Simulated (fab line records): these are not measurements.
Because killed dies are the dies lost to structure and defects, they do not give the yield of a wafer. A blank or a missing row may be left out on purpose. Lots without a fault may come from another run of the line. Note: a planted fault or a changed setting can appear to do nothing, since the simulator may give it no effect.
Chamber matching / flow gf180mcu / GF_V2_CMP_04 on cmp-02 has 4 sister chambers
The step polishes SiO2. 4 wafers are shown with their chamber, then 12 later ones without.

== WAFERS PAIRED WITH THEIR CHAMBERS ==
wafer=L091.4; chamber=1; motor-current-A (A)=14.0
wafer=L092.1; chamber=2; motor-current-A (A)=11.2
wafer=L092.2; chamber=3; motor-current-A (A)=14.0
wafer=L092.3; chamber=0; motor-current-A (A)=12.7

== WAFERS WITH NO CHAMBER GIVEN ==
wafer=L092.4; motor-current-A (A)=14.5
wafer=L092.5; motor-current-A (A)=13.0
wafer=L092.6; motor-current-A (A)=13.7
wafer=L093.2; motor-current-A (A)=11.1
wafer=L093.3; motor-current-A (A)=12.3
wafer=L093.6; motor-current-A (A)=13.5
wafer=L094.1; motor-current-A (A)=11.5
wafer=L094.3; motor-current-A (A)=13.9
wafer=L094.4; motor-current-A (A)=12.4
wafer=L096.1; motor-current-A (A)=12.2
wafer=L096.4; motor-current-A (A)=12.7
wafer=L096.6; motor-current-A (A)=13.0

== WHICH CHAMBER EACH WENT THROUGH ==
wafer=L092.4; from the rows above=can't be placed: 1 or 3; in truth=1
wafer=L092.5; from the rows above=0; in truth=0
wafer=L092.6; from the rows above=can't be placed: 1 or 3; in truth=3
wafer=L093.2; from the rows above=2; in truth=2
wafer=L093.3; from the rows above=0; in truth=0
wafer=L093.6; from the rows above=can't be placed: 1 or 3 or 0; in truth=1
wafer=L094.1; from the rows above=2; in truth=2
wafer=L094.3; from the rows above=can't be placed: 1 or 3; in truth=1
wafer=L094.4; from the rows above=0; in truth=0
wafer=L096.1; from the rows above=can't be placed: 0 or 2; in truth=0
wafer=L096.4; from the rows above=0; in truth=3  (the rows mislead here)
wafer=L096.6; from the rows above=0; in truth=0
Correctly placed: 6 of 12. Cannot be placed on the basis of these rows: 5; the candidates contain the true chamber in 5. Wrongly placed: 1.
How it was worked out, from the rows above alone: a wafer's distance from a chamber is the root of the sum, over the readings, of the square of ((its reading less the chamber's mean) divided by the reading's scatter). If the next closest chamber is less than 2 further off than the closest, the wafer can't be placed; otherwise it belongs to the closest. The mean given for a chamber averages the wafers shown for that chamber. The scatter: with one shown wafer a chamber, the root of the mean of the squares of how far each hidden wafer lies from its nearest shown one.
